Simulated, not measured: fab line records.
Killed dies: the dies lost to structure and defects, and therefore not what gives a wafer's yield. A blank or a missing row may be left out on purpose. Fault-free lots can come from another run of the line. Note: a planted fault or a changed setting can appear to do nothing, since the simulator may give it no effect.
The tool behind it: which one?	flow gf180mcu	42 wafers from 14 lots sampled at 4 of the route's 602 steps

== WHAT THE GAUGES SHOWED, per wafer ==
The record holds no reading of a measuring or inspecting step that can be judged against a usual standard deviation.

== WHAT TOOL EACH LOT RAN ON (gives the tool, then ch and the chambers of the sampled wafers, and finally the start) ==
lot	GF_M3_METAL_ETCH_16	GF_V3_STRIP_18	GF_V3_SPUTTER_22	GF_M4_SPUTTER_00
L885	rieMetal-04 ch 0,1, day 21 05:14	plasmaAsher-01 ch 0,1, day 22 06:30	pvdSputter-03, day 22 07:05	pvdSputter-02, day 22 07:43
L886	rieMetal-02 ch 1, day 21 13:34	plasmaAsher-03 ch 0,1, day 22 14:28	pvdSputter-02, day 22 15:04	pvdSputter-01, day 22 15:42
L892	rieMetal-04 ch 0,1, day 24 01:35	plasmaAsher-02 ch 0,1, day 25 00:52	pvdSputter-01, day 25 01:28	pvdSputter-04, day 25 02:05
L893	rieMetal-02 ch 0, day 24 15:34	plasmaAsher-02 ch 0,1, day 25 14:58	pvdSputter-03, day 25 15:34	-
L896	rieMetal-03 ch 0,1, day 25 19:35	plasmaAsher-01 ch 0,1, day 26 17:37	pvdSputter-01, day 26 18:13	-
L897	rieMetal-03 ch 0,1, day 25 20:34	plasmaAsher-02 ch 0,1, day 26 19:24	pvdSputter-01, day 26 19:58	pvdSputter-04, day 26 20:35
L898	rieMetal-02 ch 0,1, day 26 04:44	plasmaAsher-02 ch 0,1, day 27 03:52	pvdSputter-01, day 27 04:28	pvdSputter-04, day 27 05:05
L899	rieMetal-03 ch 0,1, day 26 12:47	plasmaAsher-03 ch 0,1, day 27 11:05	pvdSputter-01, day 27 11:46	pvdSputter-02, day 27 12:24
L900	rieMetal-03 ch 0,1, day 26 22:20	plasmaAsher-02 ch 0,1, day 27 20:10	pvdSputter-03, day 27 21:07	pvdSputter-04, day 27 21:44
L901	rieMetal-03 ch 0,1, day 27 03:53	plasmaAsher-01 ch 0,1, day 28 00:55	pvdSputter-03, day 28 01:41	pvdSputter-01, day 28 02:19
L902	rieMetal-04 ch 0,1, day 27 04:26	plasmaAsher-03 ch 0,1, day 28 01:54	pvdSputter-02, day 28 02:36	pvdSputter-04, day 28 03:14
L903	rieMetal-04 ch 1, day 27 13:14	plasmaAsher-02 ch 0,1, day 28 10:34	pvdSputter-03, day 28 11:12	pvdSputter-01, day 28 11:50
L904	rieMetal-03 ch 0,1, day 27 15:56	plasmaAsher-01 ch 0,1, day 28 13:08	pvdSputter-02, day 28 13:46	pvdSputter-01, day 28 14:24
L908	rieMetal-03 ch 0,1, day 28 20:26	plasmaAsher-03 ch 0,1, day 29 15:55	pvdSputter-02, day 29 16:31	pvdSputter-01, day 29 17:08
- GF_M3_METAL_ETCH_16: etches the open film in Cl2/BCl3, stops on SiO2, target depth 627.5 nm, time 104.6 s.
- GF_V3_STRIP_18: strips in O2/N2.
- GF_V3_SPUTTER_22: material TiN, target thk 10 nm, time 40 s.
- GF_M4_SPUTTER_00: material Ti, target thk 37.5 nm, time 150 s.

== WHAT THE TOOLS THEMSELVES READ (means of the sampled wafers that have a number; where no wafer has one, the mark that the record gives instead) ==
GF_M3_METAL_ETCH_16.
lot	tool	drypumpMotorCurrentA (A)	oesProductAu (a.u.)	rfFwdPowerW (W)	throttleValvePct (%)
L885	rieMetal-04	6.0	0.965	794.8	28.260
L886	rieMetal-02	5.7	0.976	790.4	28.239
L892	rieMetal-04	5.9	0.969	794.7	28.253
L893	rieMetal-02	6.5	0.965	794.0	28.256
L896	rieMetal-03	5.3	0.971	795.3	28.251
L897	rieMetal-03	5.3	0.978	796.5	28.246
L898	rieMetal-02	5.9	0.972	793.3	28.249
L899	rieMetal-03	5.3	0.977	796.5	28.235
L900	rieMetal-03	5.5	0.981	795.5	28.237
L901	rieMetal-03	5.2	0.977	796.1	28.240
L902	rieMetal-04	5.7	0.973	792.1	28.254
L903	rieMetal-04	6.3	0.975	794.6	28.244
L904	rieMetal-03	5.3	0.971	796.4	28.251
L908	rieMetal-03	5.3	0.970	793.7	28.245

GF_V3_STRIP_18.
lot	tool	drypumpMotorCurrentA (A)	heaterPowerW (W)	oesProductAu (a.u.)
L885	plasmaAsher-01	5.71	327	0.591
L886	plasmaAsher-03	5.64	360	0.585
L892	plasmaAsher-02	5.53	412	0.598
L893	plasmaAsher-02	5.51	418	0.595
L896	plasmaAsher-01	5.70	327	0.593
L897	plasmaAsher-02	5.51	402	0.587
L898	plasmaAsher-02	5.56	412	0.588
L899	plasmaAsher-03	5.75	345	0.587
L900	plasmaAsher-02	5.55	409	0.587
L901	plasmaAsher-01	5.81	345	0.588
L902	plasmaAsher-03	5.64	353	0.589
L903	plasmaAsher-02	5.49	401	0.593
L904	plasmaAsher-01	5.80	345	0.595
L908	plasmaAsher-03	5.63	354	0.591

GF_V3_SPUTTER_22.
lot	tool	cathodeDcPowerW (W)	chamberPressurePa (Pa)	throttleValvePct (%)
L885	pvdSputter-03	3999.8	4.991	30.2
L886	pvdSputter-02	3999.0	5.002	30.7
L892	pvdSputter-01	4000.7	5.001	31.4
L893	pvdSputter-03	-	-	-
L896	pvdSputter-01	-	-	-
L897	pvdSputter-01	3999.9	4.997	30.8
L898	pvdSputter-01	4000.2	4.997	30.7
L899	pvdSputter-01	4000.2	5.002	30.6
L900	pvdSputter-03	4000.0	5.005	29.9
L901	pvdSputter-03	3999.7	4.990	29.6
L902	pvdSputter-02	3999.7	4.994	31.4
L903	pvdSputter-03	4000.0	5.001	29.5
L904	pvdSputter-02	4000.0	5.001	30.4
L908	pvdSputter-02	4000.2	5.009	31.5

GF_M4_SPUTTER_00.
lot	tool	cathodeDcPowerW (W)	chamberPressurePa (Pa)	throttleValvePct (%)
L885	pvdSputter-02	4000.2	1.998	31.3
L886	pvdSputter-01	4000.1	1.998	30.0
L892	pvdSputter-04	3999.4	2.001	29.9
L897	pvdSputter-04	3999.7	1.994	30.4
L898	pvdSputter-04	3999.7	1.998	29.6
L899	pvdSputter-02	4000.2	1.998	30.5
L900	pvdSputter-04	3999.3	2.000	29.6
L901	pvdSputter-01	4000.4	2.001	30.5
L902	pvdSputter-04	4000.0	2.005	29.9
L903	pvdSputter-01	4000.5	2.003	30.0
L904	pvdSputter-01	3999.5	2.000	30.0
L908	pvdSputter-01	4000.5	1.998	30.0

== THE ANSWER, worked out from the rows above alone ==
Rule: the usual values come from the lots themselves. The widest of any qualifying gaps counts: lots, ordered by their means at a reading, are off when they make up no more than a third of the lots, leave a main group of 4 or more, and stand apart from it by 3 or more times the standard deviation of that group's means. Not used: any main group whose means are identical at the precision the tables above print for the reading. A lot without any number at a reading at which 4 lots or more have one is off too. All remaining lots with rows at the step are treated as sound. After the gauges, taken in route order, come the tools' own readings; for these a lot's mean is taken, as printed above. The first step at which some lot is off is used, and at that step the reading that is off furthest; a lot without a number counts as furthest.
Off, at GF_V3_SPUTTER_22 on cathodeDcPowerW: L893, L896. Without a number there: L893, L896. The main group: mean 3999.9 W, standard deviation 0.39.
A tool fits if, at that step or a process step before it, it ran every lot that is off, and no sound lot after the first of them. No candidate that was tried fits.

== WHAT THE SIMULATOR PUT IN ==
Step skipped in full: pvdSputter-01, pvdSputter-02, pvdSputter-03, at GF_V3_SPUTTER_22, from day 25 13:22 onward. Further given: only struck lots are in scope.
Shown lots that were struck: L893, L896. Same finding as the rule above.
